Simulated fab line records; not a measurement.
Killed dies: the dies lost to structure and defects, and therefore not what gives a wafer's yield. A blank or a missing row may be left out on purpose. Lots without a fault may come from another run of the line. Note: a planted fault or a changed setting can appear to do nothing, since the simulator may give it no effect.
What tool caused it? + flow sky130 + 12 lots, 36 wafers sampled, at 6 steps of a route of 708

## WHAT THE GAUGES SHOWED, per wafer
SKY_PAD_OPEN_BOW_MEAS_13.
| lot  | measured     | on           | PAD_OPEN_BOW (um) |
|------|--------------|--------------|-------------------|
| L075 | day 46 02:25 | filmMetro-01 | 44 50 47          |
| L077 | day 46 18:46 | filmMetro-02 | 51 61 61          |
| L079 | day 47 06:19 | filmMetro-02 | 50 59 68          |
| L081 | day 47 13:09 | filmMetro-01 | 32 46 52          |
| L082 | day 48 06:53 | filmMetro-01 | 47 52 63          |
| L085 | day 48 14:42 | filmMetro-04 | 40 58 46          |
| L087 | day 48 21:43 | filmMetro-04 | 52 56 48          |
| L089 | day 49 11:09 | filmMetro-04 | 43 52 47          |
| L092 | day 49 18:33 | filmMetro-02 | 48 51 58          |
| L093 | day 50 04:04 | filmMetro-01 | 36 37 39          |
| L095 | day 50 10:13 | filmMetro-02 | 52 51 53          |
| L097 | day 50 23:24 | filmMetro-04 | 39 50 36          |

## WHICH TOOL RAN EACH LOT (tool, then ch and the chambers of the sampled wafers, then the start)
| lot  | SKY_METAL3_DESCUM_15             | SKY_METAL4_SPUTTER_00       | SKY_METAL4_SPUTTER_03       | SKY_PASSIVATION_ETCH_11           | SKY_PASSIVATION_STRIP_12            |
|------|----------------------------------|-----------------------------|-----------------------------|-----------------------------------|-------------------------------------|
| L075 | rieMetal-01 ch 0,1, day 39 00:44 | pvdSputter-01, day 40 04:31 | pvdSputter-01, day 40 04:36 | rieDiel-04 ch 1,2, day 45 03:37   | plasmaAsher-04 ch 0,1, day 45 03:46 |
| L077 | rieMetal-01 ch 0, day 39 16:42   | pvdSputter-01, day 40 20:52 | pvdSputter-01, day 40 20:57 | rieDiel-03 ch 0,3, day 45 19:40   | plasmaAsher-04 ch 0,1, day 45 19:49 |
| L079 | rieMetal-01 ch 0, day 40 08:40   | pvdSputter-01, day 41 11:54 | pvdSputter-01, day 41 11:59 | rieDiel-01 ch 1,3, day 46 08:10   | plasmaAsher-02 ch 0, day 46 08:16   |
| L081 | rieMetal-01 ch 0,1, day 40 16:55 | pvdSputter-04, day 41 19:49 | pvdSputter-04, day 41 19:54 | rieDiel-01 ch 0,1,3, day 46 14:44 | plasmaAsher-02 ch 0,1, day 46 14:50 |
| L082 | rieMetal-02 ch 0,1, day 41 13:44 | pvdSputter-01, day 42 16:23 | pvdSputter-01, day 42 16:28 | rieDiel-04 ch 0,1,3, day 47 08:40 | plasmaAsher-04 ch 0,1, day 47 08:46 |
| L085 | rieMetal-01 ch 0,1, day 41 23:04 | pvdSputter-04, day 43 01:53 | pvdSputter-04, day 43 01:58 | rieDiel-04 ch 0,1,3, day 47 16:43 | plasmaAsher-04 ch 0,1, day 47 16:49 |
| L087 | rieMetal-02 ch 1, day 42 10:10   | pvdSputter-03, day 43 12:21 | pvdSputter-03, day 43 12:26 | rieDiel-04 ch 1,3, day 48 00:58   | plasmaAsher-04 ch 0,1, day 48 01:04 |
| L089 | rieMetal-01 ch 0,1, day 43 02:40 | pvdSputter-03, day 44 04:10 | pvdSputter-03, day 44 04:16 | rieDiel-03 ch 0,1, day 48 14:55   | plasmaAsher-02 ch 0,1, day 48 15:01 |
| L092 | rieMetal-01 ch 0,1, day 43 13:07 | pvdSputter-01, day 44 14:22 | pvdSputter-01, day 44 14:26 | rieDiel-01 ch 1,2, day 48 23:13   | plasmaAsher-02 ch 0,1, day 48 23:19 |
| L093 | rieMetal-04 ch 0,1, day 44 01:10 | pvdSputter-03, day 45 01:51 | pvdSputter-03, day 45 01:56 | rieDiel-04 ch 0,1,3, day 49 09:28 | plasmaAsher-02 ch 0,1, day 49 09:34 |
| L095 | rieMetal-02 ch 0,1, day 44 11:01 | pvdSputter-03, day 45 10:41 | pvdSputter-03, day 45 10:46 | rieDiel-04 ch 0,1, day 49 15:53   | plasmaAsher-04 ch 0,1, day 49 15:59 |
| L097 | rieMetal-01 ch 0,1, day 45 03:29 | pvdSputter-03, day 46 03:25 | pvdSputter-03, day 46 03:31 | rieDiel-01 ch 2,3, day 50 05:37   | plasmaAsher-04 ch 0,1, day 50 05:43 |
- SKY_METAL3_DESCUM_15: chemistry O2, time 8 s.
- SKY_METAL4_SPUTTER_00: material Ti, target thk 15 nm, time 10 s.
- SKY_METAL4_SPUTTER_03: material Ti, target thk 5 nm, time 3.3 s.
- SKY_PASSIVATION_ETCH_11: etches the open film in CF4/O2, stops on AlCu, target depth 725 nm, time 161.1 s.
- SKY_PASSIVATION_STRIP_12: strips in O2/N2.

## THE ANSWER, worked out from the rows above alone
Rule: the usual values come from the lots themselves. The widest of any qualifying gaps counts: lots, ordered by their means at a reading, are off when they make up no more than a third of the lots, leave a main group of 4 or more, and stand apart from it by 3 or more times the standard deviation of that group's means. If all means in a main group match to the digits the tables above print for the reading, that group is not used. A lot without any number at a reading at which 4 lots or more have one is off too. All remaining lots with rows at the step are treated as sound.
Nothing can be told from this: no lot is off at any reading shown.

## WHAT THE SIMULATOR HAD INSERTED
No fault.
